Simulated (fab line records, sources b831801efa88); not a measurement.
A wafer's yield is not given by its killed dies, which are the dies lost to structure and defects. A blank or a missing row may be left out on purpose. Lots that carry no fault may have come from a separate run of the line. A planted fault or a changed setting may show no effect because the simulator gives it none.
The tool behind it: which one?	flow sky130	33 wafers from 11 lots sampled at 5 of the route's 708 steps

WHAT THE GAUGES SHOWED, per wafer
SKY_VIA4_OVL_MEAS_11.
lot	measured	on	VIA4_OVL (nm)
L950	day 42 06:52	overlay-02	0.6 0.8 0.2
L951	day 43 03:52	overlay-02	-3.0 -2.7 -1.6
L953	day 44 02:05	overlay-02	-1.5 -2.2 -2.6
L955	day 44 18:51	overlay-02	-2.3 -1.3 -1.3
L956	day 45 06:42	overlay-02	-2.6 -0.4 -4.0
L958	day 45 08:00	overlay-02	-1.2 -1.9 -4.4
L959	day 45 12:58	overlay-02	-0.7 -2.0 -1.5
L963	day 46 21:44	overlay-02	-0.3 0.0 0.4
L961	day 47 01:54	overlay-01	1.0 2.4 1.6
L970	day 48 04:45	overlay-01	-0.5 0.2 0.8
L971	day 48 05:35	overlay-01	-2.1 -1.2 -1.4

SKY_PASSIVATION_THK_MEAS_03.
lot	measured	on	PASSIVATION_CVD_02_THK (nm)
L950	day 43 09:02	film metro-03	531 534 543
L951	day 44 04:42	film metro-03	532 529 545
L953	day 45 01:55	film metro-01	536 546 537
L955	day 45 18:46	film metro-03	542 552 552
L956	day 46 06:20	film metro-02	537 550 551
L958	day 46 07:49	film metro-01	601 600 611
L959	day 46 13:24	film metro-01	532 529 545
L963	day 47 19:54	film metro-02	538 545 546
L961	day 48 00:43	film metro-03	600 607 605
L970	day 49 01:32	film metro-02	533 534 542
L971	day 49 02:27	film metro-02	536 549 545

WHAT TOOL EACH LOT RAN ON (gives the tool, then ch and the chambers of the sampled wafers, and finally the start)
lot	SKY_CAP2M_STRIP_14	SKY_VIA4_CMP_21	SKY_PASSIVATION_CVD_02
L950	plasma asher-01 ch 0,1, day 40 05:29	cmp-01 ch 0,2,3, day 42 07:59	pecvd-04 ch 0,1,2, day 43 08:49
L951	plasma asher-03 ch 0,1, day 41 03:07	cmp-02 ch 1,2,3, day 43 04:58	pecvd-04 ch 1,2, day 44 04:28
L953	plasma asher-03 ch 0,1, day 42 01:31	cmp-02 ch 1,2, day 44 03:13	pecvd-01 ch 0,2, day 45 01:41
L955	plasma asher-01 ch 0,1, day 42 19:06	cmp-02 ch 0,3, day 44 19:58	pecvd-01 ch 0,2, day 45 18:32
L956	plasma asher-01 ch 0,1, day 43 09:55	cmp-01 ch 1,3, day 45 07:51	pecvd-04 ch 0,1,2, day 46 06:07
L958	plasma asher-03 ch 0, day 43 10:32	cmp-01 ch 0,1, day 45 09:08	pecvd-01 ch 0,1,2, day 46 07:35
L959	plasma asher-03 ch 0,1, day 43 14:46	cmp-01 ch 0,2, day 45 14:04	pecvd-03 ch 1,2, day 46 13:11
L963	plasma asher-03 ch 0,1, day 45 02:33	cmp-02 ch 0,1, day 46 22:58	pecvd-04 ch 0,1, day 47 19:40
L961	plasma asher-01 ch 0,1, day 45 06:31	cmp-02 ch 0,1,3, day 47 03:08	pecvd-01 ch 0,1,2, day 48 00:30
L970	plasma asher-03 ch 0,1, day 46 10:34	cmp-01 ch 0,2,3, day 48 05:51	pecvd-04 ch 0,2, day 49 01:19
L971	plasma asher-03 ch 0,1, day 46 11:19	cmp-01 ch 1,2, day 48 06:43	pecvd-03 ch 0,2, day 49 02:13
- SKY_CAP2M_STRIP_14: strips in O2/N2.
- SKY_VIA4_CMP_21: polishes, stops on SiO2, t overpolish 25 s, target thk 0 nm.
- SKY_PASSIVATION_CVD_02: deposits Si3N4, target thk 540 nm.

AS READ BY THE TOOLS THEMSELVES (means over the sampled wafers that have a number; for cases with no such wafer, the mark the record gives instead)
SKY_CAP2M_STRIP_14.
lot	tool	drypump motor current A (A)	oes product au (a.u.)	strip time to endpoint s (s)
L950	plasma asher-01	5.5	0.709	12.66
L951	plasma asher-03	5.5	0.711	12.64
L953	plasma asher-03	5.7	0.713	12.66
L955	plasma asher-01	5.2	0.709	12.63
L956	plasma asher-01	5.5	0.712	12.66
L958	plasma asher-03	5.3	0.707	12.59
L959	plasma asher-03	5.7	0.714	12.63
L963	plasma asher-03	5.7	0.713	12.63
L961	plasma asher-01	5.4	0.710	12.67
L970	plasma asher-03	5.7	0.709	12.67
L971	plasma asher-03	5.5	0.712	12.66

SKY_VIA4_CMP_21.
lot	tool	motor current A (A)	overpolish run s (s)	time to endpoint s (s)
L950	cmp-01	12.1	24.990	120
L951	cmp-02	12.0	25.009	125
L953	cmp-02	11.7	24.997	129
L955	cmp-02	12.3	24.996	122
L956	cmp-01	11.0	24.996	124
L958	cmp-01	9.8	24.997	121
L959	cmp-01	13.6	25.013	124
L963	cmp-02	11.5	25.004	125
L961	cmp-02	11.2	25.000	127
L970	cmp-01	11.9	25.005	130
L971	cmp-01	11.3	24.998	129

SKY_PASSIVATION_CVD_02.
lot	tool	heater power w (W)	rf fwd power W (W)
L950	pecvd-04	734	450.2
L951	pecvd-04	720	449.5
L953	pecvd-01	728	449.6
L955	pecvd-01	782	448.9
L956	pecvd-04	739	449.6
L958	pecvd-01	772	629.5
L959	pecvd-03	612	448.0
L963	pecvd-04	746	450.7
L961	pecvd-01	735	628.0
L970	pecvd-04	696	450.3
L971	pecvd-03	689	451.8

THE ANSWER, worked out from the rows above alone
Rule: what is usual is taken from the lots themselves. The widest of any qualifying gaps counts: lots, ordered by their means at a reading, are off when they make up no more than a third of the lots, leave a main group of 4 or more, and stand apart from it by 3 or more times the standard deviation of that group's means. A main group whose means are all the same, to the digits that the tables above print for the reading, isn't used. Also off: a lot with no number at a reading for which 4 or more lots have one. The other lots that the step has rows for count as sound. Order of review: gauges by route order, followed by the tools' own readings, for which a lot's mean as printed above is used. The first step at which some lot is off is used, and at that step the reading that is off furthest; a lot without a number counts as furthest.
Off: at SKY_PASSIVATION_THK_MEAS_03 (PASSIVATION_CVD_02_THK), L958, L961. Mean 540 nm and standard deviation 4.7 in the main group.
If a tool, at a process step before that reading, ran all the lots that are off and no sound lot after the first of them, it fits. The gauges at SKY_PASSIVATION_THK_MEAS_03 aren't tried: what is off there is off at SKY_PASSIVATION_CVD_02 too, on other tools, and a gauge's error can't cause that. One fits: SKY_PASSIVATION_CVD_02 on pecvd-01. A fault onset in the window from L955 (day 45 18:32, its last sound lot) to L958 (day 46 07:35, its first lot off) fits.
On the lots that are off, the tool's own readings at SKY_PASSIVATION_CVD_02 differ by more than 5 times the standard deviation of the sound lots' means, which bears it out; rf fwd power W reads 628.8 W there versus 449.8 W on the sound lots.

WHAT HAD BEEN PUT IN BY THE SIMULATOR
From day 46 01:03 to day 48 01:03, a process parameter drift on pecvd-01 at SKY_PASSIVATION_CVD_02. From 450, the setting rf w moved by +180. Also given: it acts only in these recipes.
Struck lots among those shown: L958, L961. Same finding as the rule above.
